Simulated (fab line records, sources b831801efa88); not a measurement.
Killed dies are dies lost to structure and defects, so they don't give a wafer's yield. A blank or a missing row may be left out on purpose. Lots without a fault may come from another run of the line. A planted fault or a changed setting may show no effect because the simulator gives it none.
Problem report in the 8D (eight disciplines) form, filled by code | flow sky130 | the parts of the form that need people (team, actions taken, sign-off) are left out

1. THE PROBLEM
LI_CONTACT_W_RS at SKY_LI_CONTACT_RS_MEAS_22 reads a mean of 0.2616 ohm/sq on 4 wafers of 3 lots; wafers without a fault read 0.2860 ohm/sq with a standard deviation of 0.0027. That is -9.1 standard deviations from the usual mean.
The step: measures by four-point-probe.
First seen on wafer L446.2, day 37 00:47, on film_metro-03. The record holds 30 wafers of 11 lots with a number at this step. Rule for "out", or "out of limits": more than 4 standard deviations from the usual mean. The other wafers with a number count as sound.

2. WHAT IT IS AND WHAT IT IS NOT
question                    | is                                          | is not
which readings at this step | LI_CONTACT_W_RS                             | -
which lots                  | L446, L447, L448                            | L427, L430, L432, L433, L434, L436, L438, L441
which wafers of those lots  | L446.2, L446.6, L447.6, L448.6              | L447.1, L448.1
read on which gauges        | film_metro-02, film_metro-03, film_metro-04 | -
when                        | from day 37 00:47                           | up to then (24 sound wafers); but 2 sound wafers of L447, L448 came after

3. SUSPECTS, AND WHAT RULES EACH OUT
Counting: a tool at a process step up to the reading stays a suspect if it ran every lot that is out. Sound lots after the first of them don't rule it out here, since some wafers of a struck lot are sound.
- the gauge at SKY_LI_CONTACT_RS_MEAS_22: ruled out. The wafers that are out were read on 3 gauges (film_metro-02, film_metro-03, film_metro-04).
- cvd_w-02 at SKY_LI_CONTACT_CVD_21 (deposits W, target thk 400 nm, time 120.56 s): kept. It ran every lot that is out, first L446 (day 37 00:38); its last sound lot up to then is L438 (day 35 07:36).
Left after counting: cvd_w-02 at SKY_LI_CONTACT_CVD_21.

4. THE CAUSE (what the simulator had put in)
Process parameter drift: cvd_w-02, from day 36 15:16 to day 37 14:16, at SKY_LI_CONTACT_CVD_21. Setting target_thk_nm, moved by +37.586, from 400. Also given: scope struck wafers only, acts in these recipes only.
Counting left only this tool.

5. THE CHAIN OF EFFECTS, in route order
Each row: a reading whose mean over the struck wafers that have a number lies more than 3 standard deviations from the usual. Only readings for which the record gives a usual standard deviation are gone through. hours: the time from each lot's start at the first step in this table that gives one to its start at this step, as a median over the lots. sigmas: the change in usual standard deviations.
hours | step                       | reading          | usual         | on struck wafers | change  | sigmas
0     | SKY_LI_CONTACT_RS_MEAS_22  | LI_CONTACT_W_RS  | 0.2860 ohm/sq | 0.2616           | -0.0244 | -9.1
0     | SKY_LI_CONTACT_THK_MEAS_23 | LI_CONTACT_W_THK | 404 nm        | 444              | +40     | +8.1

6. WHAT WOULD HAVE CAUGHT IT SOONER
In this record the first reading out of limits at a measuring or inspecting step was taken at day 37 00:47, 10 hours after the fault began at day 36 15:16.
Of the tool readings at SKY_LI_CONTACT_CVD_21 for which the record gives a usual standard deviation, none was out on any struck wafer, so an alarm limit of 4 standard deviations on them would not have fired.
Of the lots that are out (3), L447, L448 began SKY_LI_CONTACT_CVD_21 on cvd_w-02 after day 37 00:47. A hold on the tool at that time would have spared those 2.
